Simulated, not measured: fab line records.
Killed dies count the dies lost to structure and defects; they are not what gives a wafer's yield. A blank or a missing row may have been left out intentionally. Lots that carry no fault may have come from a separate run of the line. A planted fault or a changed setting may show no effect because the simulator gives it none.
Code-filled problem report in 8D (eight disciplines) form    flow gf180mcu    the parts of the form that need people (team, actions taken, sign-off) are left out

== 1. WHAT IS WRONG ==
At GF_STI_PEB_10, heater-power-total-W averages 85.09 W over 6 wafers from 2 lots, while fault-free wafers read 85.70 W, standard deviation 0.081. That is -7.5 standard deviations from the usual mean.
The step: peb time 90 s.
The first sign was on wafer L749.1 at day 3 13:29, on litho-track-03. The record holds 42 wafers of 14 lots with a number at this step. Rule for "out" (also "out of limits"): further than 4 standard deviations from the usual mean. Any other wafer with a number is counted as sound.

== 2. WHAT IT IS; WHAT IT IS NOT ==
question                     is                                  is not
which readings at this step  heater-power-total-W, plate-temp-C  resist-line-temp-C
which lots                   L749, L754                          L742, L743, L744, L745, L746, L747, L748, L758, L760, L761, L764, L765
which wafers of those lots   all that have a number              -
read on which tools          litho-track-03                      litho-track-01, litho-track-04
when                         from day 3 13:29                    up to then (21 sound wafers); but 15 sound wafers of L758, L760, L761, L764, L765 came after

== 3. THE SUSPECTS, EACH WITH WHAT RULES IT OUT ==
Counting: a tool at any process step up to the reading remains a suspect when it ran all the lots that are out and ran no sound lot after the first of those.
- litho-track-03 at GF_STI_PEB_10 (peb time 90 s): kept. It processed each lot that is out, first L749 at day 3 13:29, and no sound lot thereafter; up to then, the last sound lot it processed was L747 at day 3 03:23. Out on those wafers are its own readings of heater-power-total-W, plate-temp-C.
Left after counting: litho-track-03 at GF_STI_PEB_10.

== 4. THE CAUSE (what the simulator had put in) ==
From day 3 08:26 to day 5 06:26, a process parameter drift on litho-track-03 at GF_STI_PEB_10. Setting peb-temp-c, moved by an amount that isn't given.
Only this tool survived the counting.

== 5. THE CHAIN OF EFFECTS, in route order ==
One row per reading whose mean, taken over the struck wafers that have a number, lies over 3 standard deviations from the usual. Only readings for which the record gives a usual standard deviation are gone through. hours: the time from each lot's start at the first step in this table that gives one to its start at this step, as a median over the lots. sigmas: the change in usual standard deviations.
hours  step           reading               usual     on struck wafers  change  sigmas
0      GF_STI_PEB_10  heater-power-total-W  85.70 W   85.09             -0.61   -7.5
0      GF_STI_PEB_10  plate-temp-C          135.02 C  134.23            -0.79   -5.7
The process steps in it:
- GF_STI_PEB_10: peb time 90 s.
Later measuring or inspecting steps at which every struck wafer that the step has a row for has a number for every such reading, and none has moved that far: GF_POLY_GATE_OVL_MEAS_11.

== 6. HOW IT WOULD HAVE BEEN CAUGHT EARLIER ==
In this record no reading fell out of limits until day 3 13:29, 5 hours after the fault had begun at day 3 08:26.
